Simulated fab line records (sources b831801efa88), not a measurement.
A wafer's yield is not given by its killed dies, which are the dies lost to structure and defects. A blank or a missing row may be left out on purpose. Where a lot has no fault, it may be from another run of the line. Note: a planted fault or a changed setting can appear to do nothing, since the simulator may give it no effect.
A lot that was struck, set against a sound lot + flow sky130 + 19 out of 708 route steps
Sound: the wafers L951.1, L951.2, L951.5. Wafers struck: L969.1, L969.3, L969.5. The cause comes at the end.
Per side, at each step with rows, come the tool, then ch with its chambers, and then its first start. Under that, the readings that differ: sound wafers + struck wafers + difference of the means + sigmas: that difference in standard deviations of wafers without a fault.
alike: words and numbers the same on both sides, and readings whose means are apart by under 2 such deviations; not compared: readings that were withheld, readings missing a value for some wafer, numbers with overlapping values and no deviation given by the record, and bounds like >300 which may hide the same value.
Wherever a step has rows on one side only, a row that says differs or no value, or a row with sigmas, the two part there. When numbers do not overlap yet have no deviation, they are printed without sigmas and do not part them. A reading missing from all wafers of one side parts the sides only when that side holds two or more wafers.

first, 2 steps without rows for these wafers: SKY_PASSIVATION_PEB_09; SKY_PASSIVATION_DEVELOP_10 (develop time 60 s).
SKY_PASSIVATION_ETCH_11: etches the open film in CF4/O2, stops on AlCu, target depth 725 nm, time 161.1 s.
  sound on rie-diel-04 ch 0,2,3, day 45 09:07; struck on rie-diel-02 ch 0,2, day 49 15:04
| reading                | sound             | struck            | difference | sigmas |
|------------------------|-------------------|-------------------|------------|--------|
| throttle-valve-pct (%) | 5.961 5.954 5.960 | 5.962 5.980 5.995 | +0.021     | +2     |
  alike: bias-w, drypump-motor-current-A, oes-product-au
  not compared: rf-hours-counter-h
SKY_PASSIVATION_STRIP_12: strips in O2/N2.
  sound on plasma-asher-02 ch 0,1, day 45 09:13; struck on plasma-asher-03 ch 0,1, day 49 15:10
  alike: drypump-motor-current-A, oes-product-au, strip-time-to-endpoint-s
  not compared: rf-hours-counter-h
then, 7 steps without rows for these wafers: SKY_PAD_OPEN_DEHYDRATE_00 (time 60 s); SKY_PAD_OPEN_HMDS_01 (prime time 60 s); SKY_PAD_OPEN_COAT_02 (resist thk 3000 nm); SKY_PAD_OPEN_SOFTBAKE_03; SKY_PAD_OPEN_EXPOSE_04 (exposes mask PDM, target cd 60000 nm); SKY_PAD_OPEN_PEB_05; SKY_PAD_OPEN_DEVELOP_06 (develop time 60 s).
SKY_PAD_OPEN_ETCH_07: etches the open film in CF4/O2, stops on AlCu, target depth 725 nm, time 161.1 s.
  sound on rie-diel-02 ch 1,3, day 46 06:02; struck on rie-diel-01 ch 0,2, day 50 07:56
  alike: bias-w, drypump-motor-current-A, oes-product-au, throttle-valve-pct
  not compared: rf-hours-counter-h
SKY_PAD_OPEN_STRIP_08: strips in O2/N2.
  sound on plasma-asher-01 ch 0,1, day 46 06:08; struck on plasma-asher-01 ch 0, day 50 08:02
  alike: drypump-motor-current-A, oes-product-au
  not compared: rf-hours-counter-h
then, 4 steps without rows for these wafers: SKY_PAD_OPEN_STRIP_09 (strips in post etch residue remover, time 1200 s); SKY_PAD_OPEN_CLEAN_10 (cleans in IPA, time 180 s); SKY_PAD_OPEN_CLEAN_11 (cleans in O3/DIW); SKY_PAD_OPEN_ANNEAL_12.
SKY_PAD_OPEN_BOW_MEAS_13:
  sound: film-metro-04 at day 46 08:14; struck: film-metro-01 at day 50 10:08
  alike: PAD_OPEN_BOW
SKY_PAD_OPEN_PROBE_99:
  sound: prober-02 at day 46 08:22; struck: prober-02 at day 50 10:16
| reading                               | sound                | struck            | difference | sigmas |
|---------------------------------------|----------------------|-------------------|------------|--------|
| defect-limited-yield (%)              | 83.3 82.7 82.7       | 79.3 76.2 79.1    | -4.7       | -3     |
| killed-at-other                       | 0 1 0                | 29 31 31          | +30        | +67    |
| killed-dies                           | 82 85 85             | 102 117 103       | +23        | +3     |
| sort_bin_3_pad_short (%)              | 0.2 0.4 0.6          | 1.6 1.8 1.4       | +1.2       | +3     |
| sort_bin_5_function (%)               | 10.4 8.9 9.6         | 14.2 15.0 12.6    | +4.3       | +3     |
| sort-n-pass                           | 410 407 407          | 390 375 389       | -23        | -3     |
| sort-yield-pct (%)                    | 83.3 82.7 82.7       | 79.3 76.2 79.1    | -4.7       | -3     |
| model.etest.tester.sort-n-pass        | 410 407 407          | 390 375 389       | -23        |        |
| model.etest.tester.sort-yield-pct (%) | 83.33 82.72 82.72    | 79.27 76.22 79.06 | -4.74      |        |
| model.etest.tester.sort_bin_5_pct (%) | 10.37 8.943 9.553    | 14.23 15.04 12.6  | +4.33      |        |
| model.etest.tester.sort_bin_3_pct (%) | 0.2033 0.4065 0.6098 | 1.626 1.829 1.423 | +1.219     |        |
  alike: killed_at_M0_to_M3, killed_at_M4_up, killed-at-contacts, killed-at-front-end, killed-open, killed-short, sort_bin_6_memory
  not compared: hold

## WHERE THEY PART
Last at SKY_PAD_OPEN_PROBE_99 as far as this record goes, first at SKY_PASSIVATION_ETCH_11.

WHY: the cause the simulator had injected
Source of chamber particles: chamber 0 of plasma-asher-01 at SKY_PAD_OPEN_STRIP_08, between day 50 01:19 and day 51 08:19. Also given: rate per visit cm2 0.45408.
